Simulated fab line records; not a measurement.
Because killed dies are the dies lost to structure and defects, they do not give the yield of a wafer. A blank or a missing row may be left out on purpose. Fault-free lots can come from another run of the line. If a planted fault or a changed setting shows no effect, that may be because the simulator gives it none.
Matching of chambers / flow gf180mcu / 4 sister chambers for GF_V1_ETCH_16 on rie-diel-03
The step etches BARC in N2/H2. 7 wafers are shown with their chamber, then 7 later ones without.

WAFERS, EACH WITH ITS CHAMBER
wafer=L076.2; chamber=0; throttle-valve-pct (%)=13.210; oes-product-au (a.u.)=0.853
wafer=L082.5; chamber=3; throttle-valve-pct (%)=13.220; oes-product-au (a.u.)=0.860
wafer=L091.1; chamber=1; throttle-valve-pct (%)=13.225; oes-product-au (a.u.)=0.859
wafer=L091.4; chamber=2; throttle-valve-pct (%)=13.220; oes-product-au (a.u.)=0.857
wafer=L091.5; chamber=2; throttle-valve-pct (%)=13.212; oes-product-au (a.u.)=0.857
wafer=L092.1; chamber=3; throttle-valve-pct (%)=13.213; oes-product-au (a.u.)=0.858
wafer=L092.4; chamber=1; throttle-valve-pct (%)=13.216; oes-product-au (a.u.)=0.853

WAFERS MISSING THEIR CHAMBER
wafer=L092.6; throttle-valve-pct (%)=13.231; oes-product-au (a.u.)=0.857
wafer=L093.1; throttle-valve-pct (%)=13.240; oes-product-au (a.u.)=0.858
wafer=L093.2; throttle-valve-pct (%)=13.244; oes-product-au (a.u.)=0.860
wafer=L093.3; throttle-valve-pct (%)=13.226; oes-product-au (a.u.)=0.854
wafer=L095.3; throttle-valve-pct (%)=13.233; oes-product-au (a.u.)=0.847
wafer=L095.5; throttle-valve-pct (%)=13.215; oes-product-au (a.u.)=0.861
wafer=L095.6; throttle-valve-pct (%)=13.213; oes-product-au (a.u.)=0.853

THE CHAMBER EACH PASSED THROUGH
wafer=L092.6; from the rows above=can't be placed: 1 or 2 or 3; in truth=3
wafer=L093.1; from the rows above=can't be placed: 1 or 3 or 2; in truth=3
wafer=L093.2; from the rows above=can't be placed: 1 or 3 or 2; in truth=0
wafer=L093.3; from the rows above=can't be placed: 1 or 2 or 3 or 0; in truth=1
wafer=L095.3; from the rows above=can't be placed: 1 or 0 or 2 or 3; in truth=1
wafer=L095.5; from the rows above=can't be placed: 3 or 2 or 1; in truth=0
wafer=L095.6; from the rows above=can't be placed: 0 or 2 or 1 or 3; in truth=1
Correct placement for 0 of the 7. Not placeable from these rows: 7 (in 5, the candidates include the true chamber). 0 placed wrongly.
How it was worked out, from the rows above alone: a wafer's distance from a chamber is the root of the sum, over the readings, of the square of ((its reading less the chamber's mean) divided by the reading's scatter). The wafer belongs to the nearest chamber; if the next one is less than 2 further off, it can't be placed. The mean given for a chamber averages the wafers shown for that chamber. How the scatter is found: for the shown wafers, subtract from each reading the mean of its chamber, square and add these, divide the total by (wafers less chambers), then take the root.
